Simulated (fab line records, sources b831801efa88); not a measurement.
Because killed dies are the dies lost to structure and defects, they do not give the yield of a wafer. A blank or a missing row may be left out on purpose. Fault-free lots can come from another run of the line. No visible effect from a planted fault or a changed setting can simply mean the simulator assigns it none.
Comparing a struck lot with a sound one | flow sfq line | 14 steps out of a route of 325
Sound: wafers L379.1, L379.2, L379.3. Struck: wafer L389.2; the same lot's L389.5 was not struck, so it is left out; see the end for the cause.
Order at every step that has rows: each side's tool, ch and its chambers, its first start. Under that, the readings that differ: sound wafers | struck wafers | difference of the means | sigmas: that difference in standard deviations of wafers without a fault.
alike: readings with means less than 2 such deviations apart, plus words and numbers identical on both sides. not compared: withheld readings, readings lacking a value on some wafer, bounds such as >300 that could conceal the same value, and numbers that have no deviation in the record and whose values overlap.
The two part at a step that has a row with sigmas, a row that says differs or no value, or rows on one side only. Numbers that have no deviation but don't overlap get no sigmas and don't part them. A reading missing from all wafers of one side parts the sides only when that side holds two or more wafers.

first, 6 steps without rows for these wafers: SFQ_TRILAYER_M4_LITHO_COAT_098 (resist thk 62 nm); SFQ_TRILAYER_M4_LITHO_COAT_093 (resist thk 600 nm); SFQ_TRILAYER_M4_LITHO_SOFTBAKE_097; SFQ_TRILAYER_M4_LITHO_EXPOSE_094 (exposes mask M4, target cd 500 nm); SFQ_TRILAYER_M4_LITHO_PEB_096 (peb time 60 s); SFQ_TRILAYER_M4_LITHO_DEVELOP_095 (time 60 s).
SFQ_M4_OVL_MEAS_926:
  sound: overlay-01 at day 56 22:42; struck: overlay-01 at day 60 21:25
  alike: M4_OVL
SFQ_TRILAYER_M4_BARC_OPEN_METAL_ETCH_123: etches BARC in O2, target depth 125 nm, time 41.7 s.
  sound on rie metal-02 ch 0, day 56 22:44; struck on rie metal-03 ch 0, day 60 21:27
  reading               | sound             | struck | difference | sigmas
  oes product au (a.u.) | 0.671 0.682 0.678 | 0.687  | +0.010     | +2
  alike: drypump motor current A
  not compared: rf hours counter h
SFQ_TRILAYER_M4_ETCH_METAL_ETCH_096: etches Nb in Cl2/Ar, stops on SiO2, target depth 240 nm, time 120 s.
  sound on rie metal-02 ch 0, day 56 22:51; struck on rie metal-03 ch 0, day 60 21:31
  reading               | sound             | struck | difference | sigmas
  oes product au (a.u.) | 0.909 0.900 0.903 | 0.888  | -0.016     | -2
  alike: drypump motor current A
  not compared: rf hours counter h
SFQ_TRILAYER_M4_STRIP_STRIP_097: strips in O2.
  sound on rie metal-02 ch 0, day 56 23:06; struck on rie metal-03 ch 0, day 60 21:38
  alike: drypump motor current A, oes product au
  not compared: rf hours counter h
then, 1 step without rows for these wafers: SFQ_TRILAYER_M4_STRIP_SOLV_CLEAN_098 (cleans in NMP, time 600 s).
SFQ_TRILAYER_I4_DEP_PECVD_099: deposits SiO2 from SiH4/N2O, time 111.11 s, target thk 500 nm.
  sound on pecvd-01 ch 0,1,2, day 57 00:29; struck on pecvd-04 ch 1, day 60 22:35
  alike: heater power w, throttle valve pct
SFQ_TRILAYER_I4_CMP_CMP_100: polishes SiO2.
  sound on cmp-02 ch 0,1,3, day 57 00:33; struck on cmp-02 ch 2, day 61 04:56
  reading                | sound         | struck | difference | sigmas
  motor current A (A)    | 10.4 10.6 7.9 | 11.7   | +2.1       | +2
  time to endpoint s (s) | 216 217 204   | 115    | -97        | -11
SFQ_I4_BOW_MEAS_927:
  sound: film metro-04 at day 57 03:33; struck: film metro-02 at day 61 07:28
  alike: I4_BOW

## WHERE THEY PART
Last at SFQ_TRILAYER_I4_CMP_CMP_100 as far as this record goes, first at SFQ_TRILAYER_M4_BARC_OPEN_METAL_ETCH_123. Later steps at which nothing parts them and some readings are alike: SFQ_I4_BOW_MEAS_927.

WHY: whatever the simulator had introduced
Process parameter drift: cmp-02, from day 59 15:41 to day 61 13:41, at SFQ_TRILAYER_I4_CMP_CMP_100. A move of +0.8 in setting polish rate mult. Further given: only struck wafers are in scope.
